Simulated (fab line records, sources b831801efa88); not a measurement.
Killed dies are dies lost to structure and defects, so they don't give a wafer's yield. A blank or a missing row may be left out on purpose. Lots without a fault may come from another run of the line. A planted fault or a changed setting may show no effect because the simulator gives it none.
Problem report in the 8D (eight disciplines) form, filled by code | flow sky130 | the parts of the form that need people (team, actions taken, sign-off) are left out

1. THE PROBLEM
GATE_OXIDE_TW at SKY_GATE_OXIDE_TW_MEAS_14 reads a mean of 231.6 on 9 wafers of 3 lots; wafers without a fault read 224.4 with a standard deviation of 1.2. That is +6.0 standard deviations from the usual mean.
First seen on wafer L807.1, day 18 22:51, on film_metro-01. The record holds 39 wafers of 13 lots with a number at this step. Rule for "out", or "out of limits": more than 4 standard deviations from the usual mean. The other wafers with a number count as sound.

2. WHAT IT IS AND WHAT IT IS NOT
question                    | is                           | is not
which readings at this step | GATE_OXIDE_TW                | -
which lots                  | L807, L808, L809             | L792, L794, L795, L796, L797, L798, L799, L802, L806, L815
which wafers of those lots  | all that have a number       | -
read on which gauges        | film_metro-01, film_metro-02 | film_metro-03
when                        | from day 18 22:51            | up to then (27 sound wafers); but 3 sound wafers of L815 came after

3. SUSPECTS, AND WHAT RULES EACH OUT
Counting: a tool at a process step up to the reading stays a suspect if it ran every lot that is out and no sound lot after the first of them.
- the gauge at SKY_GATE_OXIDE_TW_MEAS_14: ruled out. The wafers that are out were read on 2 gauges (film_metro-01, film_metro-02).
- implanter-01 at SKY_GATE_OXIDE_IMPLANT_11: kept. It ran every lot that is out, first L807 (day 18 22:29), and no sound lot after that; its last sound lot up to then is L806 (day 18 12:07). Its own readings are out on those wafers: beam_energy_keV.
Left after counting: implanter-01 at SKY_GATE_OXIDE_IMPLANT_11.

4. THE CAUSE (what the simulator had put in)
Process parameter drift: implanter-01, from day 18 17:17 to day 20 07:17, at SKY_GATE_OXIDE_IMPLANT_11. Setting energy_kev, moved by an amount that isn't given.
Counting left only this tool.

5. THE CHAIN OF EFFECTS, in route order
Each row: a reading whose mean over the struck wafers that have a number lies more than 3 standard deviations from the usual. Only readings for which the record gives a usual standard deviation are gone through. hours: the time from each lot's start at the first step in this table that gives one to its start at this step, as a median over the lots. sigmas: the change in usual standard deviations.
hours | step                      | reading         | usual  | on struck wafers | change | sigmas
0     | SKY_GATE_OXIDE_IMPLANT_11 | beam_energy_keV | 10.000 | 11.640           | +1.640 | +99 or more
0     | SKY_GATE_OXIDE_TW_MEAS_14 | GATE_OXIDE_TW   | 224.4  | 231.6            | +7.2   | +6.0
The process steps in it:
- SKY_GATE_OXIDE_IMPLANT_11

6. WHAT WOULD HAVE CAUGHT IT SOONER
In this record the first reading out of limits at a measuring or inspecting step was taken at day 18 22:51, 6 hours after the fault began at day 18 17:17.
The tool's own readings at SKY_GATE_OXIDE_IMPLANT_11 were out on every struck wafer that the step has a row for (beam_energy_keV): an alarm limit on them would have fired on the first of those.
Of the lots that are out (3), L808, L809 began SKY_GATE_OXIDE_IMPLANT_11 on implanter-01 after day 18 22:51. A hold on the tool at that time would have spared those 2.
